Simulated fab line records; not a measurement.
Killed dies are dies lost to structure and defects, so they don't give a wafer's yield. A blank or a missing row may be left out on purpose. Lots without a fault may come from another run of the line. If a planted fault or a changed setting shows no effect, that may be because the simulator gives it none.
fab line records / flow gf180mcu / part 2 of 2: steps 31 to 44 of 44
[record] lots = 5 wafers = 15 lastDay = 34
route steps=602 shown STI@2 DNWELL@32 NWELL@42
lots that met no fault: taken from a fault-free run of the same line
startH: the number of hours between the record's first day and the start of the first shown wafer of the lot / waitH: time in hours since the lot's previous step / " the same as in the row above / L1.1+2: a row that stands for several wafers / - either no value or no given start / * or withheld: withheld / < > ~ a bound
route shown NAME@n: a module of which the file shows steps, and the number in the route of the first / usual: average and standard deviation across the fault-free wafers / same: alike in all rows / chamber/n: place in a boat / sites: readings site by site / _std_site: standard deviation across them / _edge_site: the outer-site mean with the inner-site mean subtracted / radiusMm: how far each site lies from the wafer's centre / mask NAME#n: copy n / behind: the last tool/chamber to shape the wafer / hold: why the lot went on hold/how many hours it stayed there/how the hold came to an end / device: which transistor (n, p or np) failed to switch / end of line: tests run on the same wafers once the route is complete / where a step has no rows: the recipe by itself / killed: at the first sort, the dies lost to defects and structure; wafer yield is something else / map: dies across one wafer; x = killed, . = not, _ = none there
set.NAME: setting as actually run; set.NAME@STEP: the setting as run at that earlier step / model.NAME: the simulator's own value behind a step, which no gauge read
a table for each step, a row for each wafer; lots at some steps of the route
services: the hour from which a tool's chamber was out of use, counted from the record's first day as startH (under 0 if before that day), plus the number of hours and why
[[steps]]
[step GF_DNWELL_DEHYDRATE_00]
[recipe] tempC = 200 timeS = 60
lot.wafer=L075.1+3+6 tool=lithoTrack-03 chamber=0 startH=43.16 waitH=4.9
lot.wafer=L082.1+3+4 tool=lithoTrack-01 chamber=0 startH=78.89 waitH=6.2
lot.wafer=L089.3+4+6 tool=lithoTrack-01 chamber=0 startH=115.64 waitH=6.8
lot.wafer=L095.1+5+6 tool=lithoTrack-04 chamber=0 startH=144.53 waitH=6.5
lot.wafer=L096.1+5+6 tool=lithoTrack-01 chamber=0 startH=150.34 waitH=6.7
[step GF_DNWELL_HMDS_01]
[recipe] primeTimeS = 60 primeTempC = 120
[same] primeTimeS = 60
lot.wafer=L075.1+3+6 tool=lithoTrack-03 chamber=0 startH=43.31 waitH=0.1
lot.wafer=L082.1+3+4 tool=lithoTrack-01 chamber=0 startH=79.04 waitH=0.1
lot.wafer=L089.3+4+6 tool=lithoTrack-01 chamber=0 startH=115.79 waitH=0.1
lot.wafer=L095.1+5+6 tool=lithoTrack-04 chamber=0 startH=144.68 waitH=0.1
lot.wafer=L096.1+5+6 tool=lithoTrack-01 chamber=0 startH=150.49 waitH=0.1
[step GF_DNWELL_COAT_02]
[recipe] spinRpm = 2000 resistThkNm = 3000
lot.wafer=L075.1+3+6 tool=lithoTrack-03 chamber=0 startH=43.46 waitH=0.1
lot.wafer=L082.1+3+4 tool=lithoTrack-01 chamber=0 startH=79.19 waitH=0.1
lot.wafer=L089.3+4+6 tool=lithoTrack-01 chamber=0 startH=115.94 waitH=0.1
lot.wafer=L095.1+5+6 tool=lithoTrack-04 chamber=0 startH=144.83 waitH=0.1
lot.wafer=L096.1+5+6 tool=lithoTrack-01 chamber=0 startH=150.64 waitH=0.1
[step GF_DNWELL_SOFTBAKE_03]
[recipe] tempC = 110 timeS = withheld
lot.wafer=L075.1+3+6 tool=lithoTrack-03 chamber=0 startH=43.61 waitH=0.1
lot.wafer=L082.1+3+4 tool=lithoTrack-01 chamber=0 startH=79.34 waitH=0.1
lot.wafer=L089.3+4+6 tool=lithoTrack-01 chamber=0 startH=116.11 waitH=0.1
lot.wafer=L095.1+5+6 tool=lithoTrack-04 chamber=0 startH=144.98 waitH=0.1
lot.wafer=L096.1+5+6 tool=lithoTrack-01 chamber=0 startH=150.79 waitH=0.1
[step GF_DNWELL_EXPOSE_04]
[recipe] maskId = DNWELL targetCdNm = 1700 na = 0.6 sourceShape = conventional sigmaOuter = 0.6 doseMj = 260
[usual] stageVelMmS = 499.97/0.21
lot.wafer=L075.1 tool=ilineStepper-02 chamber=0 startH=- waitH=- mask=DNWELL#0 stageVelMmS=500.07
lot.wafer=L075.3 tool=ilineStepper-02 chamber=0 startH=- waitH=- mask=DNWELL#0 stageVelMmS=500.22
lot.wafer=L075.6 tool=ilineStepper-02 chamber=0 startH=- waitH=- mask=DNWELL#0 stageVelMmS=499.77
lot.wafer=L082.1 tool=ilineStepper-01 chamber=0 startH=- waitH=- mask=DNWELL#0 stageVelMmS=500.13
lot.wafer=L082.3 tool=ilineStepper-01 chamber=0 startH=- waitH=- mask=DNWELL#0 stageVelMmS=500.06
lot.wafer=L082.4 tool=ilineStepper-01 chamber=0 startH=- waitH=- mask=DNWELL#0 stageVelMmS=500.15
lot.wafer=L089.3 tool=ilineStepper-02 chamber=0 startH=- waitH=- mask=DNWELL#0 stageVelMmS=500.11
lot.wafer=L089.4 tool=ilineStepper-02 chamber=0 startH=- waitH=- mask=DNWELL#0 stageVelMmS=500.01
lot.wafer=L089.6 tool=ilineStepper-02 chamber=0 startH=- waitH=- mask=DNWELL#0 stageVelMmS=500.13
lot.wafer=L095.1 tool=ilineStepper-02 chamber=0 startH=- waitH=- mask=DNWELL#0 stageVelMmS=499.85
lot.wafer=L095.5 tool=ilineStepper-02 chamber=0 startH=- waitH=- mask=DNWELL#0 stageVelMmS=499.96
lot.wafer=L095.6 tool=ilineStepper-02 chamber=0 startH=- waitH=- mask=DNWELL#0 stageVelMmS=499.89
lot.wafer=L096.1 tool=ilineStepper-02 chamber=0 startH=- waitH=- mask=DNWELL#0 stageVelMmS=500.35
lot.wafer=L096.5 tool=ilineStepper-02 chamber=0 startH=- waitH=- mask=DNWELL#0 stageVelMmS=500.06
lot.wafer=L096.6 tool=ilineStepper-02 chamber=0 startH=- waitH=- mask=DNWELL#0 stageVelMmS=499.96
[step GF_DNWELL_PEB_05]
[recipe] tempC = 115 timeS = withheld
lot.wafer=L075.1+3+6 tool=lithoTrack-01 chamber=0 startH=- waitH=-
lot.wafer=L082.1+3+4 tool=lithoTrack-04 chamber=0 startH=- waitH=-
lot.wafer=L089.3+4+6 tool=lithoTrack-04 chamber=0 startH=- waitH=-
lot.wafer=L095.1+5+6 tool=lithoTrack-04 chamber=0 startH=- waitH=-
lot.wafer=L096.1+5+6 tool=lithoTrack-01 chamber=0 startH=- waitH=-
[step GF_DNWELL_DEVELOP_06]
[recipe] wallAngleDeg = 90 developTimeS = 60 devTempC = 23
lot.wafer=L075.1+3+6 tool=lithoTrack-01 chamber=0 startH=- waitH=-
lot.wafer=L082.1+3+4 tool=lithoTrack-04 chamber=0 startH=- waitH=-
lot.wafer=L089.3+4+6 tool=lithoTrack-04 chamber=0 startH=- waitH=-
lot.wafer=L095.1+5+6 tool=lithoTrack-04 chamber=0 startH=- waitH=-
lot.wafer=L096.1+5+6 tool=lithoTrack-01 chamber=0 startH=- waitH=-
[step GF_DNWELL_IMPLANT_07]
[recipe] species = P energyKev = 1500 doseCm2 = 1e+13 tiltDeg = 0
lot.wafer=L075.1+3+6 tool=implanter-02 chamber=0 startH=49.99 waitH=-
lot.wafer=L082.1+3+4 tool=implanter-02 chamber=0 startH=85.98 waitH=-
lot.wafer=L089.3+4+6 tool=implanter-01 chamber=0 startH=123.68 waitH=-
lot.wafer=L095.1+5+6 tool=implanter-02 chamber=0 startH=152.53 waitH=-
lot.wafer=L096.1+5+6 tool=implanter-02 chamber=0 startH=158.64 waitH=-
[step GF_DNWELL_STRIP_08]
[recipe] chemistry = O2/N2 powerW = 1400 pressureMtorr = 1500 platenTempC = 250 o2FlowSccm = 3000 n2FlowSccm = 300 overashFraction = 0.5
[usual] drypumpMotorCurrentA = 5.6/0.31 heaterPowerW = 358/25 oesProductAu = 0.722/0.0048 stripTimeToEndpointS = 36.95/0.11
[same] overashFraction = 0.5
lot.wafer=L075.1 tool=plasmaAsher-01 chamber=0 startH=50.14 waitH=0.1 drypumpMotorCurrentA=5.1 heaterPowerW=342 oesProductAu=0.722 rfHoursCounterH=38 stripTimeToEndpointS=37.16
lot.wafer=L075.3 tool=plasmaAsher-01 chamber=1 startH=50.14 waitH=0.1 drypumpMotorCurrentA=5.7 heaterPowerW=337 oesProductAu=0.725 rfHoursCounterH=- stripTimeToEndpointS=37.13
lot.wafer=L075.6 tool=plasmaAsher-01 chamber=0 startH=50.14 waitH=0.1 drypumpMotorCurrentA=5.1 heaterPowerW=343 oesProductAu=0.723 rfHoursCounterH=- stripTimeToEndpointS=37.17
lot.wafer=L082.1 tool=plasmaAsher-01 chamber=0 startH=86.13 waitH=0.1 drypumpMotorCurrentA=5.1 heaterPowerW=342 oesProductAu=0.723 rfHoursCounterH=40 stripTimeToEndpointS=36.77
lot.wafer=L082.3 tool=plasmaAsher-01 chamber=1 startH=86.13 waitH=0.1 drypumpMotorCurrentA=5.7 heaterPowerW=328 oesProductAu=0.726 rfHoursCounterH=- stripTimeToEndpointS=36.71
lot.wafer=L082.4 tool=plasmaAsher-01 chamber=0 startH=86.13 waitH=0.1 drypumpMotorCurrentA=5.1 heaterPowerW=333 oesProductAu=0.720 rfHoursCounterH=- stripTimeToEndpointS=36.82
lot.wafer=L089.3 tool=plasmaAsher-02 chamber=0 startH=123.81 waitH=0.1 drypumpMotorCurrentA=5.4 heaterPowerW=354 oesProductAu=0.721 rfHoursCounterH=- stripTimeToEndpointS=36.87
lot.wafer=L089.4 tool=plasmaAsher-02 chamber=1 startH=123.81 waitH=0.1 drypumpMotorCurrentA=6.1 heaterPowerW=339 oesProductAu=0.728 rfHoursCounterH=- stripTimeToEndpointS=36.83
lot.wafer=L089.6 tool=plasmaAsher-02 chamber=0 startH=123.81 waitH=0.1 drypumpMotorCurrentA=5.4 heaterPowerW=368 oesProductAu=0.727 rfHoursCounterH=- stripTimeToEndpointS=36.83
lot.wafer=L095.1 tool=plasmaAsher-01 chamber=1 startH=152.68 waitH=0.1 drypumpMotorCurrentA=5.7 heaterPowerW=329 oesProductAu=0.730 rfHoursCounterH=44 stripTimeToEndpointS=37.01
lot.wafer=L095.5 tool=plasmaAsher-01 chamber=0 startH=152.68 waitH=0.1 drypumpMotorCurrentA=5.1 heaterPowerW=337 oesProductAu=0.727 rfHoursCounterH=- stripTimeToEndpointS=37.12
lot.wafer=L095.6 tool=plasmaAsher-01 chamber=1 startH=152.68 waitH=0.1 drypumpMotorCurrentA=5.7 heaterPowerW=334 oesProductAu=0.723 rfHoursCounterH=- stripTimeToEndpointS=37.03
lot.wafer=L096.1 tool=plasmaAsher-01 chamber=1 startH=158.79 waitH=0.1 drypumpMotorCurrentA=5.7 heaterPowerW=335 oesProductAu=0.723 rfHoursCounterH=45 stripTimeToEndpointS=36.84
lot.wafer=L096.5 tool=plasmaAsher-01 chamber=0 startH=158.79 waitH=0.1 drypumpMotorCurrentA=5.1 heaterPowerW=339 oesProductAu=0.724 rfHoursCounterH=- stripTimeToEndpointS=36.78
lot.wafer=L096.6 tool=plasmaAsher-01 chamber=1 startH=158.79 waitH=0.1 drypumpMotorCurrentA=5.7 heaterPowerW=333 oesProductAu=0.721 rfHoursCounterH=- stripTimeToEndpointS=36.84
[step GF_DNWELL_TW_MEAS_09]
[usual] DNWELL_TW = 1353/7.9
lot.wafer=L075.1 tool=filmMetro-04 chamber=- startH=50.24 waitH=0.1 DNWELL_TW=1350
lot.wafer=L075.3 tool=filmMetro-04 chamber=- startH=50.24 waitH=0.1 DNWELL_TW=1363
lot.wafer=L075.6 tool=filmMetro-04 chamber=- startH=50.24 waitH=0.1 DNWELL_TW=1358
lot.wafer=L082.1 tool=filmMetro-01 chamber=- startH=86.23 waitH=0.1 DNWELL_TW=1339
lot.wafer=L082.3 tool=filmMetro-01 chamber=- startH=86.23 waitH=0.1 DNWELL_TW=1345
lot.wafer=L082.4 tool=filmMetro-01 chamber=- startH=86.23 waitH=0.1 DNWELL_TW=1340
lot.wafer=L089.3 tool=filmMetro-03 chamber=- startH=123.90 waitH=0.1 DNWELL_TW=1347
lot.wafer=L089.4 tool=filmMetro-03 chamber=- startH=123.90 waitH=0.1 DNWELL_TW=1355
lot.wafer=L089.6 tool=filmMetro-03 chamber=- startH=123.90 waitH=0.1 DNWELL_TW=1351
lot.wafer=L095.1 tool=filmMetro-04 chamber=- startH=152.78 waitH=0.1 DNWELL_TW=1353
lot.wafer=L095.5 tool=filmMetro-04 chamber=- startH=152.78 waitH=0.1 DNWELL_TW=1368
lot.wafer=L095.6 tool=filmMetro-04 chamber=- startH=152.78 waitH=0.1 DNWELL_TW=1355
lot.wafer=L096.1 tool=filmMetro-04 chamber=- startH=158.89 waitH=0.1 DNWELL_TW=1347
lot.wafer=L096.5 tool=filmMetro-04 chamber=- startH=158.89 waitH=0.1 DNWELL_TW=1354
lot.wafer=L096.6 tool=filmMetro-04 chamber=- startH=158.89 waitH=0.1 DNWELL_TW=1350
[step GF_NWELL_DEHYDRATE_00]
[recipe] tempC = 200 timeS = 60
lot.wafer=L075.1+3+6 tool=lithoTrack-03 chamber=0 startH=56.01 waitH=5.8
lot.wafer=L082.1+3+4 tool=lithoTrack-02 chamber=0 startH=93.12 waitH=6.9
lot.wafer=L089.3+4+6 tool=lithoTrack-02 chamber=0 startH=130.52 waitH=6.6
lot.wafer=L095.1+5+6 tool=lithoTrack-03 chamber=0 startH=160.16 waitH=7.4
lot.wafer=L096.1+5+6 tool=lithoTrack-03 chamber=0 startH=165.76 waitH=6.9
[step GF_NWELL_HMDS_01]
[recipe] primeTimeS = 60 primeTempC = 120
[same] primeTimeS = 60
lot.wafer=L075.1+3+6 tool=lithoTrack-03 chamber=0 startH=56.16 waitH=0.1
lot.wafer=L082.1+3+4 tool=lithoTrack-02 chamber=0 startH=93.27 waitH=0.1
lot.wafer=L089.3+4+6 tool=lithoTrack-02 chamber=0 startH=130.67 waitH=0.1
lot.wafer=L095.1+5+6 tool=lithoTrack-03 chamber=0 startH=160.31 waitH=0.1
lot.wafer=L096.1+5+6 tool=lithoTrack-03 chamber=0 startH=165.91 waitH=0.1
[step GF_NWELL_COAT_02]
[recipe] spinRpm = 1986 resistThkNm = 3000
lot.wafer=L075.1+3+6 tool=lithoTrack-03 chamber=0 startH=56.31 waitH=0.1
lot.wafer=L082.1+3+4 tool=lithoTrack-02 chamber=0 startH=93.42 waitH=0.1
lot.wafer=L089.3+4+6 tool=lithoTrack-02 chamber=0 startH=130.82 waitH=0.1
lot.wafer=L095.1+5+6 tool=lithoTrack-03 chamber=0 startH=160.46 waitH=0.1
lot.wafer=L096.1+5+6 tool=lithoTrack-03 chamber=0 startH=166.06 waitH=0.1
[step GF_NWELL_SOFTBAKE_03]
[recipe] tempC = 110 timeS = withheld
lot.wafer=L075.1+3+6 tool=lithoTrack-03 chamber=0 startH=56.46 waitH=0.1
lot.wafer=L082.1+3+4 tool=lithoTrack-02 chamber=0 startH=93.57 waitH=0.1
lot.wafer=L089.3+4+6 tool=lithoTrack-02 chamber=0 startH=130.99 waitH=0.1
lot.wafer=L095.1+5+6 tool=lithoTrack-03 chamber=0 startH=160.61 waitH=0.1
lot.wafer=L096.1+5+6 tool=lithoTrack-03 chamber=0 startH=166.21 waitH=0.1
[[services]]
tool=ilineStepper-02 chamber=- startH=-1.92 hours=1.7 kind=pm
tool=hdpcvd-02 chamber=0 startH=4.54 hours=6.9 kind=repair
tool=implanter-02 chamber=- startH=5.49 hours=1.2 kind=repair
tool=implanter-02 chamber=- startH=7.14 hours=1.3 kind=repair
tool=implanter-02 chamber=- startH=21.25 hours=1.2 kind=repair
tool=krfScanner-01 chamber=- startH=21.30 hours=0.8 kind=pm
tool=implanter-02 chamber=- startH=25.69 hours=6.5 kind=pm
tool=furnace-02 chamber=- startH=28.73 hours=4.6 kind=pm
tool=rieDiel-04 chamber=3 startH=35.38 hours=4.3 kind=repair
tool=hdpcvd-02 chamber=0 startH=37.04 hours=21.1 kind=repair
tool=krfScanner-01 chamber=- startH=47.03 hours=2.2 kind=repair
tool=krfScanner-01 chamber=- startH=53.13 hours=1.0 kind=pm
tool=krfScanner-01 chamber=- startH=54.50 hours=0.3 kind=repair
tool=plasmaAsher-01 chamber=- startH=60.88 hours=15.6 kind=pm
tool=krfScanner-01 chamber=- startH=67.55 hours=1.3 kind=pm
tool=krfScanner-01 chamber=- startH=69.75 hours=3.6 kind=pm
tool=krfScanner-01 chamber=- startH=76.20 hours=0.9 kind=repair
tool=plasmaAsher-01 chamber=- startH=100.58 hours=18.4 kind=pm
tool=krfScanner-01 chamber=- startH=100.72 hours=0.6 kind=repair
tool=furnace-01 chamber=- startH=101.51 hours=3.0 kind=pm
tool=plasmaAsher-01 chamber=- startH=132.85 hours=4.0 kind=repair
tool=plasmaAsher-01 chamber=- startH=138.60 hours=2.8 kind=pm
tool=furnace-01 chamber=- startH=159.00 hours=3.7 kind=pm
tool=implanter-02 chamber=- startH=162.39 hours=4.5 kind=pm
